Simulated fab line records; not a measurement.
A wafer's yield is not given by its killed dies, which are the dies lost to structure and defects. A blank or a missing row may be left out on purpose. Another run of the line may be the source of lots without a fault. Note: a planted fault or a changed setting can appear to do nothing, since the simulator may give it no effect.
Tool commonality check | flow sky130 | 51 wafers sampled across 13 lots

== WHY THIS WAS OPENED ==
4 of 13 lots carry a flag on the reading SD_P_OVL at SKY_SD_P_OVL_MEAS_08. No-fault wafers: -0.1 nm, standard deviation 1.5.
Rule: a lot is flagged when every wafer of it that has a number lies more than 4 standard deviations from that mean, or none has a number. The rest of the lots are taken to be sound.

lot  | measured     | on         | SD_P_OVL (nm), wafer by wafer       | flag
L783 | day 26 21:33 | overlay-02 | -0.4 0.2 0.3                        |
L782 | day 26 23:47 | overlay-01 | -1.0 0.2 0.4                        |
L781 | day 27 00:32 | overlay-01 | -1.8 -0.3 1.0                       |
L785 | day 27 03:34 | overlay-01 | 1.9 2.7 0.1                         |
L786 | day 27 04:23 | overlay-02 | -2.1 0.9 0.1                        |
L784 | day 27 07:12 | overlay-02 | -58.3 -57.8 -56.8 -57.6 -57.4 -56.7 | FLAGGED
L788 | day 27 17:24 | overlay-01 | 1.2 1.7 1.4                         |
L790 | day 28 13:57 | overlay-02 | -58.3 -57.6 -56.5 -56.7 -56.4 -55.6 | FLAGGED
L791 | day 29 23:44 | overlay-02 | -60.2 -59.8 -56.2 -59.0 -59.4 -56.1 | FLAGGED
L793 | day 30 07:38 | overlay-01 | -1.4 0.5 0.5                        |
L796 | day 30 19:59 | overlay-01 | 0.3 1.9 0.1                         |
L795 | day 30 23:30 | overlay-01 | -57.4 -60.0 -59.0 -57.3 -59.4 -57.6 | FLAGGED
L798 | day 31 08:14 | overlay-02 | -0.8 -0.4 -2.2                      |
The numbers of the flagged lots are -57.8 nm on average: -57.7 nm against the usual, or -38 standard deviations.

== LOT BY LOT: THE TOOL USED ==
Before the reading, the record contains 2 process steps out of a 708-step route. In each cell: the tool, then ch and the chambers that the sampled wafers went through, then the start.
lot  | flag    | SKY_LDD_HVN_STRIP_09                 | SKY_SD_P_EXPOSE_04
L783 |         | plasma asher-02 ch 0,1, day 21 21:07 | iline stepper-01 ch 0, day 26 07:58
L782 |         | plasma asher-02 ch 0,1, day 21 21:54 | iline stepper-01 ch 0, day 26 10:11
L781 |         | plasma asher-01 ch 0,1, day 21 22:12 | iline stepper-01 ch 0, day 26 10:49
L785 |         | plasma asher-02 ch 0,1, day 22 04:24 | iline stepper-01 ch 0, day 26 13:23
L786 |         | plasma asher-01 ch 0,1, day 22 06:07 | iline stepper-01 ch 0, day 26 14:15
L784 | FLAGGED | plasma asher-01 ch 0,1, day 22 06:34 | iline stepper-01 ch 0, day 26 17:01
L788 |         | plasma asher-02 ch 0,1, day 22 19:01 | iline stepper-02 ch 0, day 27 04:07
L790 | FLAGGED | plasma asher-01 ch 0,1, day 23 14:22 | iline stepper-01 ch 0, day 27 23:11
L791 | FLAGGED | plasma asher-01 ch 0,1, day 25 03:09 | iline stepper-01 ch 0, day 29 09:18
L793 |         | plasma asher-01 ch 1, day 25 10:31   | iline stepper-02 ch 0, day 29 18:16
L796 |         | plasma asher-01 ch 0,1, day 26 01:58 | iline stepper-02 ch 0, day 30 06:37
L795 | FLAGGED | plasma asher-03 ch 0,1, day 26 03:43 | iline stepper-01 ch 0, day 30 09:26
L798 |         | plasma asher-01 ch 0,1, day 26 13:10 | iline stepper-02 ch 0, day 30 18:34
These steps, and what they do:
- SKY_LDD_HVN_STRIP_09: strips in O2/N2.
- SKY_SD_P_EXPOSE_04: exposes mask PSDM, target cd 380 nm.
- SKY_SD_P_OVL_MEAS_08

== FLAGGED OVER TOTAL, TOOL BY TOOL (the gauges that took the reading come last) ==
step                 | tool             | lots run | flagged | share of the flagged lots | sound lots run after its first flagged lot
SKY_LDD_HVN_STRIP_09 | plasma asher-01  | 8        | 3       | some                      | 3 (L793,L796,L798)
SKY_LDD_HVN_STRIP_09 | plasma asher-02  | 4        | 0       | none                      | -
SKY_LDD_HVN_STRIP_09 | plasma asher-03  | 1        | 1       | some                      | 0
SKY_SD_P_EXPOSE_04   | iline stepper-01 | 9        | 4       | all                       | 0
SKY_SD_P_EXPOSE_04   | iline stepper-02 | 4        | 0       | none                      | -
SKY_SD_P_OVL_MEAS_08 | overlay-01       | 7        | 1       | some                      | 0
SKY_SD_P_OVL_MEAS_08 | overlay-02       | 6        | 3       | some                      | 1 (L798)

== THE TABLE: WHAT IT ALLOWS ==
1 row of the table ran every flagged lot: iline stepper-01 at SKY_SD_P_EXPOSE_04.
- iline stepper-01 at SKY_SD_P_EXPOSE_04 ran 9 lots, 4 of them flagged. It ran its last sound lot, L786, at day 26 14:15 and its first flagged lot, L784, at day 26 17:01: a fault with its onset between the two fits.
What remains is a single tool, iline stepper-01 at SKY_SD_P_EXPOSE_04.

== WHAT WAS PUT IN BY THE SIMULATOR ==
Scanner matching overlay: iline stepper-01, from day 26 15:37 on, at SKY_SD_P_EXPOSE_04. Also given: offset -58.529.
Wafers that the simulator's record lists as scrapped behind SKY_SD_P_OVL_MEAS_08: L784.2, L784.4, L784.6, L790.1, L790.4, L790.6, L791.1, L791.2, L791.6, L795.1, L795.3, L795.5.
Struck lots among those shown: L784, L790, L791, L795. This agrees with what the rule above found.
